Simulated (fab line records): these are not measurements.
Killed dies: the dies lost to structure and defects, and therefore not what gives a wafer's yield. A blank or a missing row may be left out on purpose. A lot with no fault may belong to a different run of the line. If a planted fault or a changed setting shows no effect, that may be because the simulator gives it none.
Struck lot and sound lot, side by side    flow sky130    17 steps out of a route of 708
Sound: the wafers L760.1, L760.2, L760.3. Struck: wafers L771.1, L771.2, L771.6. The cause comes at the end.
At each step with rows: each side's tool, then ch and its chambers, then its first start. Under that, the readings that differ: sound wafers    struck wafers    difference of the means    sigmas: that difference in standard deviations of wafers without a fault.
alike: words and numbers the same on both sides, and readings whose means are apart by under 2 such deviations; not compared: readings that were withheld, readings missing a value for some wafer, numbers with overlapping values and no deviation given by the record, and bounds like >300 which may hide the same value.
Wherever a step has rows on one side only, a row that says differs or no value, or a row with sigmas, the two part there. When numbers do not overlap yet have no deviation, they are printed without sigmas and do not part them. Lack of a reading on every wafer of one side parts them only where that side has two or more wafers.

SKY_LDD_HVN_OVL_MEAS_07:
  sound: overlay-02 at day 23 08:54; struck: overlay-01 at day 27 12:07
reading           sound           struck       difference  sigmas
LDD_HVN_OVL (nm)  -3.5 -1.5 -3.9  0.2 2.0 1.3  +4.1        +3
next, for these wafers, 1 step has no rows: SKY_LDD_HVN_IMPLANT_08.
SKY_LDD_HVN_STRIP_09: strips in O2/N2.
  sound on plasma-asher-04 ch 0,1, day 23 09:05; struck on plasma-asher-02 ch 0,1, day 27 12:18
  alike: drypump-motor-current-A, oes-product-au, strip-time-to-endpoint-s
  not compared: rf-hours-counter-h
SKY_LDD_HVN_TW_MEAS_10:
  sound: film-metro-03 at day 23 09:11; struck: film-metro-03 at day 27 12:24
  alike: LDD_HVN_TW
then, 7 steps without rows for these wafers: SKY_LDD_HVP_DEHYDRATE_00 (time 60 s); SKY_LDD_HVP_HMDS_01 (prime time 60 s); SKY_LDD_HVP_COAT_02 (resist thk 300 nm); SKY_LDD_HVP_SOFTBAKE_03 (time 60 s); SKY_LDD_HVP_EXPOSE_04 (exposes mask HVPTM, target cd 700 nm); SKY_LDD_HVP_PEB_05; SKY_LDD_HVP_DEVELOP_06 (develop time 60 s).
SKY_LDD_HVP_OVL_MEAS_07:
  sound: overlay-02 at day 24 15:10; struck: overlay-01 at day 28 16:25
  alike: LDD_HVP_OVL
SKY_LDD_HVP_IMPLANT_08:
  sound on implanter-04 ch 0, day 24 15:12; struck on implanter-04 ch 0, day 28 16:27
reading             sound                             struck                            difference   sigmas
dose-ions-cm2       1.7014e+13 1.6992e+13 1.7032e+13  8.9636e+13 8.9675e+13 8.9644e+13  +7.2639e+13  +99 or more
faraday-current-uA  94.6 97.2 97.3                    506.2 506.8 518.7                 +414.2       +99 or more
SKY_LDD_HVP_STRIP_09: strips in O2/N2.
  sound on plasma-asher-03 ch 0,1, day 24 15:21; struck on plasma-asher-03 ch 0,1, day 28 16:36
  alike: drypump-motor-current-A, oes-product-au, strip-time-to-endpoint-s
  not compared: rf-hours-counter-h
SKY_LDD_HVP_TW_MEAS_10:
  sound: film-metro-02 at day 24 15:27; struck: film-metro-02 at day 28 16:42
reading     sound        struck       difference  sigmas
LDD_HVP_TW  448 450 448  763 767 759  +314        +71
then, 1 step without rows for these wafers: SKY_LDD_LDN_DEHYDRATE_00 (time 60 s).
-- record jumps: 22 days separate the struck wafers' starts on either side; left off in module LDD_LDN, taken up again in module PAD_OPEN, whose first shown step is the route's number 708 --
SKY_PAD_OPEN_PROBE_99:
  sound: prober-02 at day 47 23:53; struck: prober-02 at day 50 13:02
reading                                    sound                 struck                difference  sigmas
killed-short                               62 52 43              39 42 38              -13         -2
model.etest.tip_p_5v.rs-ohm-sq             2856 2843 2857        869.8 872.1 868.6     -1981.8     
model.etest.pfet-g5v0d10v5.r-on-ohm-um     4778 4771 4834        3900 3948 3960        -858        
model.etest.pfet-g5v0d10v5.drive-ua-um     338.1 344.3 342.4     412.2 413.5 409.4     +70.1       
model.etest.tip_p_5v.rs-ohm-sq-range       76.36 69.31 118.2     25 26.81 15.93        -65         
model.etest.res-pdiff-hv.rs-ohm-sq         194.7 196 194.9       176.9 176.2 177       -18.5       
model.etest.pfet_16v.drive-ua-um           248 244.9 247.8       254.4 256.9 252.9     +7.8        
model.etest.pfet-g5v0d10v5.off-log10-a-um  -12.74 -12.36 -12.58  -9.368 -9.543 -9.596  +3.058      
model.etest.ring_5v.delay-ps               45.06 44.73 44.28     42.43 42.88 42.5      -2.09       
  alike: killed_at_M0_to_M3, killed_at_M4_up, killed-at-contacts, killed-at-front-end, killed-at-other, killed-dies, killed-open

WHERE THEY PART
Last at SKY_PAD_OPEN_PROBE_99 as far as this record goes, first at SKY_LDD_HVN_OVL_MEAS_07.

WHY: what the simulator had put in
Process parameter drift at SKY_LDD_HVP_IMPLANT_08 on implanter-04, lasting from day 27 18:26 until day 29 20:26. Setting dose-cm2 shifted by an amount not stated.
